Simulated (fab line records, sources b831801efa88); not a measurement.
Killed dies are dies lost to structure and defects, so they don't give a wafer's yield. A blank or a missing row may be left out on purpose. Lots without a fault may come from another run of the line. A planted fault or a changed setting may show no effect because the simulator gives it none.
Chamber matching | flow sky130 | SKY_METAL3_ETCH_17 on rie_diel-03: 3 sister chambers
The step etches SiO2 in C4F8/O2/Ar, stops on TiN, time 3.9 s, target depth 15 nm. 14 wafers are shown with their chamber, then 6 later ones without.

WAFERS WITH THEIR CHAMBER
wafer  | chamber | oes_product_au (a.u.) | bias_w (W)
L214.1 | 0       | 0.751                 | 1196
L214.4 | 3       | 0.759                 | 1195
L214.5 | 3       | 0.757                 | 1201
L216.2 | 0       | 0.752                 | 1199
L216.4 | 2       | 0.756                 | 1197
L216.6 | 3       | 0.764                 | 1201
L218.1 | 2       | 0.755                 | 1195
L218.2 | 3       | 0.754                 | 1199
L218.6 | 2       | 0.758                 | 1197
L219.1 | 2       | 0.744                 | 1203
L219.3 | 0       | 0.745                 | 1195
L219.6 | 2       | 0.750                 | 1197
L220.1 | 0       | 0.755                 | 1199
L220.3 | 2       | 0.750                 | 1204

SIGNATURES (means of the wafers above)
reading        | chamber 0 | chamber 2 | chamber 3 | scatter within a chamber
oes_product_au | 0.75075   | 0.75217   | 0.75850   | 0.00466
bias_w         | 1197.25   | 1198.83   | 1199.00   | 3.1
Rule: a wafer's distance from a chamber is the root of the sum, over the readings, of the square of ((its reading less the chamber's mean) divided by the reading's scatter). The wafer belongs to the nearest chamber; if the next one is less than 2 further off, it can't be placed. The scatter: the root of (the sum of the squares of (reading less its chamber's mean) over the shown wafers, divided by (wafers less chambers)).

WAFERS WITHOUT THEIR CHAMBER
wafer  | oes_product_au (a.u.) | bias_w (W)
L220.4 | 0.762                 | 1199
L233.2 | 0.749                 | 1196
L233.4 | 0.756                 | 1202
L233.6 | 0.760                 | 1201
L236.2 | 0.747                 | 1196
L236.5 | 0.746                 | 1197

WHICH CHAMBER EACH WENT THROUGH
wafer  | from the rows above          | in truth
L220.4 | can't be placed: 3 or 2 or 0 | 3
L233.2 | can't be placed: 0 or 2 or 3 | 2
L233.4 | can't be placed: 3 or 2 or 0 | 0
L233.6 | can't be placed: 3 or 2 or 0 | 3
L236.2 | can't be placed: 0 or 2 or 3 | 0
L236.5 | can't be placed: 0 or 2 or 3 | 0
Placed correctly: 0 of 6. Can't be placed from these rows: 6 (the true chamber is among the candidates in 6). Placed wrongly: 0.
